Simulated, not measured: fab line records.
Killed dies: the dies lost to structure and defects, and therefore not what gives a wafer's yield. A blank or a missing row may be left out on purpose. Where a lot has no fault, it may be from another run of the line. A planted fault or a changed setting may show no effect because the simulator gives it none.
Chamber matching	flow sky130	SKY_VIA3_ETCH_15 on rie-diel-01 has 4 sister chambers
The step etches SiO2 in C4F8/O2/Ar, stops on TiN, target depth 507 nm, time 78 s. 8 wafers are shown with their chamber, then 8 later ones without.

== EACH WAFER AND ITS CHAMBER ==
wafer	chamber	oes-product-au (a.u.)
L632.5	3	0.930
L634.3	1	0.934
L635.3	2	0.939
L635.6	1	0.930
L644.1	2	0.939
L644.2	0	0.935
L644.5	0	0.939
L650.1	3	0.932

== WAFERS WITHOUT THEIR CHAMBER ==
wafer	oes-product-au (a.u.)
L650.5	0.930
L650.6	0.950
L649.1	0.937
L649.2	0.939
L649.3	0.934
L652.1	0.942
L652.3	0.938
L652.4	0.951

== WHICH CHAMBER EACH WENT THROUGH ==
wafer	from the rows above	in truth
L650.5	can't be placed: 3 or 1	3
L650.6	can't be placed: 2 or 0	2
L649.1	can't be placed: 0 or 2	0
L649.2	can't be placed: 2 or 0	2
L649.3	can't be placed: 1 or 0 or 3 or 2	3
L652.1	can't be placed: 2 or 0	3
L652.3	can't be placed: 0 or 2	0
L652.4	can't be placed: 2 or 0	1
Correct placement for 0 of the 8. These rows do not allow placing 8 (true chamber among the candidates in 6). 0 placed wrongly.
How it was worked out, from the rows above alone: a wafer's distance from a chamber is the root of the sum, over the readings, of the square of ((its reading less the chamber's mean) divided by the reading's scatter). If the next closest chamber is less than 2 further off than the closest, the wafer can't be placed; otherwise it belongs to the closest. A chamber's mean is the mean of its shown wafers. The scatter: the root of (the sum of the squares of (reading less its chamber's mean) over the shown wafers, divided by (wafers less chambers)).
